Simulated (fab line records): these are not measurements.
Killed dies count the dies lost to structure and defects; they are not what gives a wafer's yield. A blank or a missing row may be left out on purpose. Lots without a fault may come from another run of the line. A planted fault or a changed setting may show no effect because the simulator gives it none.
Shared-tool check | flow gf180mcu | Sample size 12 lots and 48 wafers

## WHAT PROMPTED THE OPENING
4 of 12 lots carry a flag on the reading PSD_TW at GF_PSD_TW_MEAS_11. Wafers without a fault read 3181, standard deviation 36.
Rule: flag the lot when none of its wafers has a number, or when each of its wafers that has one lies beyond 4 standard deviations from that mean. As for the other lots, they are considered sound.

lot  | measured     | on           | PSD_TW, wafer by wafer        | flag
L961 | day 14 08:52 | filmMetro-03 | 3187 3174 3167                | 
L962 | day 15 00:26 | filmMetro-03 | 3149 3165 3172                | 
L963 | day 15 11:49 | filmMetro-04 | 3209 3210 3234                | 
L964 | day 15 17:07 | filmMetro-01 | 3096 3118 3110                | 
L965 | day 16 04:07 | filmMetro-03 | 3167 3165 3183                | 
L966 | day 16 11:35 | filmMetro-04 | 3215 3210 3234                | 
L967 | day 17 01:55 | filmMetro-04 | 3220 3229 3230                | 
L968 | day 17 02:11 | filmMetro-03 | 3182 3170 3167                | 
L971 | day 18 01:45 | filmMetro-01 | 2162 2140 2143 2156 2164 2153 | FLAGGED
L972 | day 18 12:19 | filmMetro-04 | 2175 2179 2182 2187 2177 2178 | FLAGGED
L973 | day 18 21:06 | filmMetro-04 | 2198 2179 2207 2189 2188 2181 | FLAGGED
L974 | day 19 03:10 | filmMetro-04 | 2182 2179 2188 2188 2179 2188 | FLAGGED
The mean of the flagged lots' numbers is 2177, -1004 from the usual (-28 standard deviations).

## WHICH TOOL EACH LOT WENT THROUGH
Before the reading, the record contains 3 process steps out of a 602-step route. Each cell gives the tool, then ch followed by the chambers the sampled wafers passed through, then the start.
lot  | flag    | GF_NSD_STRIP_11                     | GF_PSD_IMPLANT_09               | GF_PSD_STRIP_10
L961 |         | plasmaAsher-04 ch 1, day 13 11:39   | implanter-04 ch 0, day 14 08:37 | plasmaAsher-03 ch 1, day 14 08:46
L962 |         | plasmaAsher-04 ch 0,1, day 14 02:52 | implanter-01 ch 0, day 15 00:13 | plasmaAsher-03 ch 0,1, day 15 00:21
L963 |         | plasmaAsher-01 ch 0,1, day 14 14:47 | implanter-04 ch 0, day 15 11:34 | plasmaAsher-04 ch 0,1, day 15 11:43
L964 |         | plasmaAsher-04 ch 0,1, day 14 18:47 | implanter-04 ch 0, day 15 16:53 | plasmaAsher-04 ch 0,1, day 15 17:00
L965 |         | plasmaAsher-01 ch 0,1, day 15 06:23 | implanter-01 ch 0, day 16 03:54 | plasmaAsher-03 ch 0,1, day 16 04:02
L966 |         | plasmaAsher-01 ch 0,1, day 15 13:05 | implanter-02 ch 0, day 16 11:21 | plasmaAsher-04 ch 0,1, day 16 11:28
L967 |         | plasmaAsher-02 ch 0,1, day 16 03:12 | implanter-02 ch 0, day 17 01:40 | plasmaAsher-03 ch 0,1, day 17 01:49
L968 |         | plasmaAsher-04 ch 0,1, day 16 03:30 | implanter-01 ch 0, day 17 01:58 | plasmaAsher-02 ch 0,1, day 17 02:05
L971 | FLAGGED | plasmaAsher-01 ch 0,1, day 17 02:11 | implanter-02 ch 0, day 18 01:30 | plasmaAsher-03 ch 0,1, day 18 01:39
L972 | FLAGGED | plasmaAsher-01 ch 0, day 17 12:29   | implanter-04 ch 0, day 18 12:04 | plasmaAsher-02 ch 0,1, day 18 12:13
L973 | FLAGGED | plasmaAsher-04 ch 0,1, day 17 20:58 | implanter-02 ch 0, day 18 20:53 | plasmaAsher-04 ch 0,1, day 18 21:01
L974 | FLAGGED | plasmaAsher-01 ch 0,1, day 18 02:48 | implanter-04 ch 0, day 19 02:55 | plasmaAsher-04 ch 1, day 19 03:04
What is done by these steps:
- GF_NSD_STRIP_11: strips in O2/N2.
- GF_PSD_IMPLANT_09
- GF_PSD_STRIP_10: strips in O2/N2.
- GF_PSD_TW_MEAS_11

## FLAGGED AGAINST TOTAL, ONE TOOL AT A TIME (gauges that did the reading follow at the end)
step              | tool           | lots run | flagged | share of the flagged lots | sound lots run after its first flagged lot
GF_NSD_STRIP_11   | plasmaAsher-01 | 6        | 3       | some                      | 0
GF_NSD_STRIP_11   | plasmaAsher-02 | 1        | 0       | none                      | -
GF_NSD_STRIP_11   | plasmaAsher-04 | 5        | 1       | some                      | 0
GF_PSD_IMPLANT_09 | implanter-01   | 3        | 0       | none                      | -
GF_PSD_IMPLANT_09 | implanter-02   | 4        | 2       | some                      | 0
GF_PSD_IMPLANT_09 | implanter-04   | 5        | 2       | some                      | 0
GF_PSD_STRIP_10   | plasmaAsher-02 | 2        | 1       | some                      | 0
GF_PSD_STRIP_10   | plasmaAsher-03 | 5        | 1       | some                      | 0
GF_PSD_STRIP_10   | plasmaAsher-04 | 5        | 2       | some                      | 0
GF_PSD_TW_MEAS_11 | filmMetro-01   | 2        | 1       | some                      | 0
GF_PSD_TW_MEAS_11 | filmMetro-03   | 4        | 0       | none                      | -
GF_PSD_TW_MEAS_11 | filmMetro-04   | 6        | 3       | some                      | 0

## THE TABLE: WHAT IT ALLOWS
No row of the table ran every flagged lot.

## WHAT THE SIMULATOR HAD INSERTED
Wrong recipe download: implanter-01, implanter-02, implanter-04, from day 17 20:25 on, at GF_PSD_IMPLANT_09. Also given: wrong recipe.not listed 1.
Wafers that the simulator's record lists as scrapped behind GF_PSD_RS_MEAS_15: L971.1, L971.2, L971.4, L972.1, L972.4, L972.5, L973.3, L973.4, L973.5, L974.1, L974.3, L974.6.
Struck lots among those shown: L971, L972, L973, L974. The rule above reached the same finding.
